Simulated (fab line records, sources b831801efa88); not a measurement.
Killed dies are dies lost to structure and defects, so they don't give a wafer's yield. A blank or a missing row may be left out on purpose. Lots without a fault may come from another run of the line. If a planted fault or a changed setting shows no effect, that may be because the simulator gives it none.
fab line records ; flow sfq-line
record: lots: 6; wafers: 16; last-day: 94
route steps=325 shown M6@265 I6@266
lots untouched by any fault: they come from a run of this same line in which no faults occurred
start-h: hours from the record's opening day to when the first of the lot's shown wafers began ; wait-h: hours elapsed since this lot's preceding step ; " the same as in the row above ; L1.1+2: several wafers, shown together as one row ; - either no value or no given start ; * or withheld: withheld ; < > ~ a bound
route shown NAME@n: NAME is a module with steps in the file, n the number in the route of the first one ; usual: the fault-free wafers' mean and standard deviation ; same: alike in all rows ; chamber/n: place in a boat ; sites: per-site readings ; _std_site: the standard deviation of these ; _edge_site: the outer-site mean with the inner-site mean subtracted ; radius-mm: for every site, how far away it sits from the centre of the wafer ; mask NAME#n: copy n ; behind: tool/chamber where the wafer was last shaped ; hold: cause of the lot's hold/its duration in hours/its outcome ; device: transistor that didn't switch, given as n, p or np ; end of line: at the end of the route, the tests of the same wafers ; step lacking rows: just its recipe ; killed: the dies lost at the first sort to structure and to defects; this is not the yield of the wafer ; map: shows each die of a wafer: x if killed, . if not, _ if none is there
set.NAME: the setting as run; set.NAME@STEP: as run at that earlier step ; model.NAME: the simulator's own value behind a step, which no gauge read
lots seen at some steps along the route; tables by step, rows by wafer
services: the hour from which a tool's chamber was out of use, counted from the record's first day as start-h (under 0 if before that day), plus the number of hours and why
== steps ==
step: SFQ_TRILAYER_M6_STRIP_SOLV_CLEAN_164
recipe: chemistry: NMP; temp-c: 70; time-s: 600
step: SFQ_TRILAYER_I6_DEP_PECVD_165
recipe: material: SiO2; temp-c: 150; time-s: 111.11; pressure-torr: 2.4; rf-w: 183.3; precursor: SiH4/N2O; target-thk-nm: 500
usual: heater-power-outer-w: 34/10; heater-power-w: 91/13; throttle-valve-pct: 24.3/1.7
lot.wafer;tool;chamber;start-h;wait-h;heater-power-outer-w;heater-power-w;throttle-valve-pct
L778.2;pecvd-01;0;1712.66;0.0;34;92;21.3
L778.3;pecvd-01;1;1712.66;0.0;28;82;22.5
L778.4;pecvd-01;0;1712.66;0.0;35;94;21.4
L780.1;pecvd-03;0;1772.96;0.0;49;105;23.3
L780.2;pecvd-03;2;1772.96;0.0;21;76;25.5
L780.5;pecvd-03;2;1772.96;0.0;23;80;25.4
L791.4;pecvd-01;0;1856.41;0.0;28;83;21.7
L791.6;pecvd-01;2;1856.41;0.0;25;75;23.4
L793.1;pecvd-01;1;1858.77;0.0;23;76;23.1
L793.6;pecvd-01;2;1858.77;0.0;26;74;23.3
L800.4;pecvd-03;1;1972.34;0.0;35;101;25.8
L800.5;pecvd-03;0;1972.34;0.0;47;98;23.5
L800.6;pecvd-03;2;1972.34;0.0;26;86;25.9
L801.3;pecvd-02;1;1975.37;0.0;45;103;24.3
L801.5;pecvd-02;0;1975.37;0.0;33;92;24.2
L801.6;pecvd-02;1;1975.37;0.0;32;85;24.5
step: SFQ_TRILAYER_I6_CMP_CMP_166
recipe: material: SiO2; down-force-psi: 3; platen-rpm: 60; pad-velocity-m-s: 0.94248
usual: head-pressure-psi: 3.001/0.0064; motor-current-A: 10.1/0.72; retaining-ring-pressure-frac: 1.000/0.0057; time-to-endpoint-s: 201/9.4
lot.wafer;tool;chamber;start-h;wait-h;head-pressure-psi;motor-current-A;retaining-ring-pressure-frac;time-to-endpoint-s
L778.4;cmp-01;2;1713.95;1.2;3.010;11.1;0.990;217
L778.2;cmp-01;3;1713.95;1.2;2.993;9.8;1.002;207
L778.3;cmp-01;0;1713.95;1.2;3.005;11.1;0.996;212
L780.2;cmp-01;2;1773.54;0.5;2.995;10.6;0.994;202
L780.1;cmp-01;3;1773.54;0.5;2.991;9.5;1.002;199
L780.5;cmp-01;1;1775.04;2.0;3.009;9.6;1.004;214
L791.4;cmp-02;0;1860.43;4.0;3.008;11.0;0.997;210
L791.6;cmp-02;3;1861.93;5.5;3.011;10.5;0.997;203
L793.1;cmp-02;1;1866.43;7.6;2.999;9.6;0.997;194
L793.6;cmp-02;0;1867.93;9.1;3.004;10.2;0.989;191
L800.4;cmp-02;1;1973.37;1.0;3.002;9.5;1.004;203
L800.6;cmp-02;3;1974.37;2.0;3.001;10.3;1.001;209
L800.5;cmp-02;0;1974.37;2.0;2.999;10.8;0.988;196
L801.3;cmp-02;3;1978.37;3.0;3.010;10.2;1.005;198
L801.5;cmp-02;3;1980.37;4.9;3.005;10.4;1.008;205
L801.6;cmp-02;0;1980.37;4.9;2.998;10.9;1.003;191
step: SFQ_I6_BOW_MEAS_941
recipe: mode: bow
usual: I6_BOW: 7/11
lot.wafer;tool;chamber;start-h;wait-h;I6_BOW[um]
L778.2;film-metro-02;-;1716.97;2.0;-1
L778.3;film-metro-02;-;1716.97;2.0;5
L778.4;film-metro-02;-;1716.97;2.0;-6
L780.1;film-metro-01;-;1776.04;1.5;3
L780.2;film-metro-01;-;1776.04;1.5;19
L780.5;film-metro-01;-;1776.04;1.5;12
L791.4;film-metro-02;-;1862.99;2.1;-6
L791.6;film-metro-02;-;1862.99;2.1;2
L793.1;film-metro-02;-;1868.93;2.0;12
L793.6;film-metro-02;-;1868.93;2.0;13
L800.4;film-metro-04;-;1975.43;1.6;-4
L800.5;film-metro-04;-;1975.43;1.6;-11
L800.6;film-metro-04;-;1975.43;1.6;-16
L801.3;film-metro-04;-;1981.41;2.5;8
L801.5;film-metro-04;-;1981.41;2.5;7
L801.6;film-metro-04;-;1981.41;2.5;2
step: SFQ_TRILAYER_I6_METRO_MEASURE_167
usual: thk-nm: 198.3/1.6
lot.wafer;tool;chamber;start-h;wait-h;thk-nm
L778.2;film-metro-02;-;1717.27;0.3;199.5
L778.3;film-metro-02;-;1717.27;0.3;201.1
L778.4;film-metro-02;-;1717.27;0.3;200.6
L780.1;film-metro-01;-;1776.16;0.1;201.6
L780.2;film-metro-01;-;1776.16;0.1;200.3
L780.5;film-metro-01;-;1776.16;0.1;200.3
L791.4;film-metro-02;-;1863.65;0.6;197.0
L791.6;film-metro-02;-;1863.65;0.6;199.9
L793.1;film-metro-02;-;1869.05;0.1;197.4
L793.6;film-metro-02;-;1870.05;1.0;197.1
L800.4;film-metro-04;-;1976.09;0.6;198.4
L800.5;film-metro-04;-;1976.09;0.6;195.5
L800.6;film-metro-04;-;1976.09;0.6;197.5
L801.3;film-metro-04;-;1981.89;0.5;199.0
L801.5;film-metro-04;-;1981.89;0.5;197.1
L801.6;film-metro-04;-;1981.89;0.5;196.1
step: SFQ_TRILAYER_I6_VIA_LITHO_COAT_174
recipe: resist: BARC; spin-rpm: 3000; resist-thk-nm: 62
step: SFQ_TRILAYER_I6_VIA_LITHO_COAT_169
recipe: resist: KrF; spin-rpm: 3000; resist-thk-nm: 650
step: SFQ_TRILAYER_I6_VIA_LITHO_SOFTBAKE_173
recipe: temp-c: withheld; time-s: withheld; resist: KrF
step: SFQ_TRILAYER_I6_VIA_LITHO_EXPOSE_170
recipe: mask-id: I6; na: 0.6; source-shape: conventional; sigma-outer: 0.65; target-cd-nm: 700; dose-mj: 21.3
step: SFQ_TRILAYER_I6_VIA_LITHO_PEB_172
recipe: peb-temp-c: 115; peb-time-s: 60; resist: KrF
step: SFQ_TRILAYER_I6_VIA_LITHO_DEVELOP_171
recipe: time-s: 60; resist: KrF
step: SFQ_I6_OVL_MEAS_942
usual: I6_OVL: 3/5.8
lot.wafer;tool;chamber;start-h;wait-h;I6_OVL[nm]
L778.2;overlay-01;-;1834.62;0.1;9
L778.3;overlay-01;-;1834.62;0.1;10
L778.4;overlay-01;-;1834.62;0.1;3
L780.1;overlay-01;-;1837.11;0.1;-4
L780.2;overlay-01;-;1837.11;0.1;-2
L780.5;overlay-01;-;1837.11;0.1;-3
L791.4;overlay-02;-;1965.21;0.1;0
L791.6;overlay-02;-;1965.21;0.1;2
L793.1;overlay-02;-;1976.12;0.1;-5
L793.6;overlay-02;-;1976.12;0.1;-5
L800.4;overlay-01;-;2085.46;0.1;-9
L800.5;overlay-01;-;2085.46;0.1;2
L800.6;overlay-01;-;2085.46;0.1;-5
L801.3;overlay-02;-;2090.17;0.1;-2
L801.5;overlay-02;-;2090.17;0.1;-2
L801.6;overlay-02;-;2090.17;0.1;6
step: SFQ_TRILAYER_I6_VIA_BARC_OPEN_VIA_ETCH_235
recipe: mask-material: PR; chemistry: O2; target-depth-nm: 125; target: BARC; source-w: 500; bias-w: 80; pressure-mtorr: 30; time-s: 41.7
usual: drypump-motor-current-A: 5.5/0.45; oes-product-au: 0.685/0.0045
lot.wafer;tool;chamber;start-h;wait-h;drypump-motor-current-A;oes-product-au;rf-hours-counter-h;model.KrF_of_TRILAYER_I6_VIA_LITHO_COAT_169.thk-nm
L778.2;rie-diel-04;2;1834.65;0.0;5.5;0.683;18;570.6
L778.3;rie-diel-04;3;1834.65;0.0;6.3;0.696;13;571.3
L778.4;rie-diel-04;0;1834.65;0.0;5.0;0.687;12;573.7
L780.1;rie-diel-03;2;1837.14;0.0;5.7;0.694;1;571.9
L780.2;rie-diel-03;0;1837.14;0.0;6.2;0.684;16;572.6
L780.5;rie-diel-03;0;1837.14;0.0;6.2;0.683;-;569.6
L791.4;rie-diel-04;2;1965.23;0.0;5.5;0.681;1;574.4
L791.6;rie-diel-04;2;1965.23;0.0;5.5;0.687;-;581.2
L793.1;rie-diel-04;1;1976.15;0.0;5.6;0.684;16;582.6
L793.6;rie-diel-04;1;1976.15;0.0;5.6;0.682;-;581.3
L800.4;rie-diel-03;1;2085.48;0.0;5.8;0.679;2;570.1
L800.5;rie-diel-03;2;2085.48;0.0;5.7;0.683;-;566.7
L800.6;rie-diel-03;3;2085.48;0.0;5.0;0.683;-;570.4
L801.3;rie-diel-04;3;2090.19;0.0;6.3;0.684;18;574.3
L801.5;rie-diel-04;1;2090.19;0.0;5.6;0.681;-;571.8
L801.6;rie-diel-04;2;2090.19;0.0;5.5;0.678;-;572.2
step: SFQ_TRILAYER_I6_VIA_ETCH_VIA_ETCH_172
recipe: target: SiO2; stop-on: Nb; mask-material: PR; taper-deg: 20; chemistry: CHF3; target-depth-nm: 260; source-w: 500; bias-w: 80; pressure-mtorr: 30; time-s: withheld
usual: drypump-motor-current-A: 5.5/0.45; oes-product-au: 0.851/0.006
lot.wafer;tool;chamber;start-h;wait-h;drypump-motor-current-A;oes-product-au;model.KrF_of_TRILAYER_I6_VIA_LITHO_COAT_169.thk-nm
L778.2;rie-diel-04;2;1834.69;0.0;5.5;0.849;525
L778.3;rie-diel-04;3;1834.69;0.0;6.3;0.864;525.8
L778.4;rie-diel-04;0;1834.69;0.0;5.0;0.856;528.2
L780.1;rie-diel-03;2;1837.18;0.0;5.7;0.854;525.3
L780.2;rie-diel-03;0;1837.18;0.0;6.2;0.865;526.4
L780.5;rie-diel-03;0;1837.18;0.0;6.2;0.858;523.6
L791.4;rie-diel-04;2;1965.27;0.0;5.5;0.852;529.6
L791.6;rie-diel-04;2;1965.27;0.0;5.5;0.849;535.7
L793.1;rie-diel-04;1;1976.19;0.0;5.6;0.853;537.8
L793.6;rie-diel-04;1;1976.19;0.0;5.7;0.858;536.1
L800.4;rie-diel-03;1;2085.52;0.0;5.8;0.844;525.9
L800.5;rie-diel-03;2;2085.52;0.0;5.7;0.842;520
L800.6;rie-diel-03;3;2085.52;0.0;5.0;0.852;525.4
L801.3;rie-diel-04;3;2090.23;0.0;6.3;0.854;529.1
L801.5;rie-diel-04;1;2090.23;0.0;5.7;0.853;527
L801.6;rie-diel-04;2;2090.23;0.0;5.5;0.844;526.8
step: SFQ_TRILAYER_I6_VIA_STRIP_STRIP_173
recipe: gas: O2; power-w: 200; platen-temp-c: 40; overash-fraction: 0.65; chemistry: O2; pressure-mtorr: 50
usual: drypump-motor-current-A: 5.7/0.55; oes-product-au: 1.003/0.014
lot.wafer;tool;chamber;start-h;wait-h;drypump-motor-current-A;oes-product-au;rf-hours-counter-h
L778.2;rie-metal-01;0;1834.81;-;5.0;0.981;26
L778.3;rie-metal-01;0;1834.81;-;5.0;0.983;-
L778.4;rie-metal-01;1;1834.81;-;5.6;1.027;-
L780.1;rie-metal-01;0;1837.30;-;5.0;0.987;27
L780.2;rie-metal-01;1;1837.30;-;5.6;1.027;93
L780.5;rie-metal-01;1;1837.30;-;5.6;1.028;-
L791.4;rie-metal-04;0;1965.58;-;6.2;1.002;-
L791.6;rie-metal-04;1;1965.58;-;5.7;1.013;-
L793.1;rie-metal-03;0;1976.31;-;5.1;0.997;128
L793.6;rie-metal-03;1;1976.31;-;6.5;0.989;-
L800.4;rie-metal-03;1;2085.83;-;6.5;0.998;-
L800.5;rie-metal-03;1;2085.83;-;6.5;0.997;-
L800.6;rie-metal-03;0;2085.83;-;5.1;0.997;-
L801.3;rie-metal-03;0;2090.54;-;5.1;0.981;-
L801.5;rie-metal-03;0;2090.54;-;5.1;0.991;-
L801.6;rie-metal-03;1;2090.54;-;6.5;0.987;-
== services ==
tool;chamber;start-h;hours;kind
cmp-02;-;1705.59;26.2;pm
rie-diel-03;1;1736.43;2.2;repair
rie-diel-03;0;1739.00;7.9;repair
rie-diel-04;-;1741.74;0.6;repair
rie-diel-04;0;1746.07;5.5;repair
cmp-02;-;1746.31;1.7;repair
cmp-02;-;1765.87;1.7;repair
rie-diel-03;1;1770.22;4.3;repair
rie-diel-03;0;1805.35;4.3;repair
cmp-02;-;1822.63;3.8;repair
cmp-02;-;1826.47;5.6;pm
rie-diel-04;0;1840.91;6.4;repair
rie-diel-03;2;1845.45;1.9;repair
rie-diel-04;2;1870.01;5.2;repair
rie-diel-03;3;1934.43;4.4;repair
rie-diel-04;1;1936.58;23.3;repair
rie-diel-04;2;1937.53;2.8;repair
rie-diel-03;2;1943.65;10.5;repair
rie-diel-03;2;1973.77;8.7;repair
rie-diel-03;1;1982.25;7.2;repair
rie-diel-04;-;1984.17;0.6;repair
rie-diel-04;1;2017.57;12.4;repair
rie-diel-04;2;2024.38;33.8;repair
rie-diel-04;-;2064.58;2.8;pm
== key ==
first-sign none at tools or gauges
model-effect: step: SFQ_TRILAYER_I6_VIA_BARC_OPEN_VIA_ETCH_235; value: KrF_of_TRILAYER_I6_VIA_LITHO_COAT_169.thk-nm; without: 574.1; struck: 581.7
model-effect: step: SFQ_TRILAYER_I6_VIA_ETCH_VIA_ETCH_172; value: KrF_of_TRILAYER_I6_VIA_LITHO_COAT_169.thk-nm; without: 528.9; struck: 536.6
met-at SFQ_TRILAYER_I6_VIA_BARC_OPEN_VIA_ETCH_235
struck-wafers L791.6,L793.1,L793.6
onset-between 1834.65 1965.23
fault: kind: process-parameter-drift; tool: rie-diel-04; chamber: -; onset-h: 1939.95; steps: SFQ_TRILAYER_I6_VIA_BARC_OPEN_VIA_ETCH_235; channel: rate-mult; offset: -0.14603; shape: step; end-h: 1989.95; scope: struck-wafers-only
